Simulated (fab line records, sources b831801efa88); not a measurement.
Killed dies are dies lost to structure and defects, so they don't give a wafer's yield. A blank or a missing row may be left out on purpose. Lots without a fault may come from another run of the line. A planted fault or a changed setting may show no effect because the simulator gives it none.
One fault seen from 2 desks | flow sky130 | each desk has only its own numbers; what lay behind them comes last

THE METROLOGY DESK
What the gauges read, lot by lot, whatever tool the lot ran on: means of the sampled wafers that have a number. A lot is out of limits, marked OUT, if its mean lies more than 4 standard deviations from the usual mean; the brackets give that distance.
Columns: A = NWELL_RS at SKY_NWELL_RS_MEAS_29, usual 625.1 ohm/sq; B = LDD_N_OVL at SKY_LDD_N_OVL_MEAS_07, usual -0.7 nm; C = LDD_HVN_TW at SKY_LDD_HVN_TW_MEAS_10, usual 1431
lot  | first seen here | A     | B    | C
L628 | day 5 02:37     | 623.5 | -1.3 | 1433
L631 | day 5 23:26     | 624.8 | 0.5  | 1442
L632 | day 6 06:38     | 625.5 | 1.0  | 1418
L637 | day 7 17:57     | 627.1 | -0.5 | 1454
L638 | day 7 18:48     | 624.4 | 1.0  | 1418
L639 | day 8 02:43     | 625.7 | -1.2 | 1472 (+4.9) OUT
L644 | day 9 06:45     | 623.7 | -0.1 | 1447
L645 | day 9 14:04     | 625.0 | -1.5 | 1428
L646 | day 9 18:33     | 625.2 | -1.8 | 1425
L647 | day 10 01:47    | 624.0 | -1.8 | 1444
L650 | day 10 19:00    | 626.6 | -1.3 | 1435
L651 | day 10 22:25    | 623.7 | -1.3 | 1428
This desk's finding: out of limits on L639; first on L639, day 24 10:29 (LDD_HVN_TW at SKY_LDD_HVN_TW_MEAS_10). In limits: L628, L631, L632, L637, L638, L644, L645, L646, L647, L650, L651.

THE TOOL OWNER'S DESK: implanter-02
The tool's own readings at SKY_LDD_HVN_IMPLANT_08: means of the sampled wafers that have a number, for each lot that ran on this tool. A lot is out of limits, marked OUT, if its mean lies more than 4 standard deviations from the usual mean; the brackets give that distance.
Columns: A = beam_energy_keV at SKY_LDD_HVN_IMPLANT_08, usual 60.000
lot  | first seen here | A
L628 | day 19 20:56    | 60.000
L631 | day 21 04:53    | 59.973
L637 | day 23 16:34    | 65.934 (+99 or more) OUT
L639 | day 24 10:14    | 65.966 (+99 or more) OUT
L650 | day 27 19:20    | 59.980
This desk's finding: out of limits on L637, L639; first on L637, day 23 16:34 (beam_energy_keV at SKY_LDD_HVN_IMPLANT_08). In limits: L628, L631, L650.

PUT TOGETHER
The tool owner's desk could have raised an alarm at day 23 16:34, on L637, L639.
The metrology desk could have raised an alarm at day 24 10:29, on L639.
The metrology desk has L637 on record, within its limits.
Of the lots named, all ran SKY_LDD_HVN_IMPLANT_08 on implanter-02.

WHAT THE SIMULATOR HAD PUT IN
Process parameter drift: implanter-02, from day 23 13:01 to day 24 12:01, at SKY_LDD_HVN_IMPLANT_08. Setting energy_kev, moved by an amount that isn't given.
Lots struck among those shown: L637, L639.
Hours from the fault's start to each desk's first reading out of limits: the tool owner's desk, 4; the metrology desk, 21.
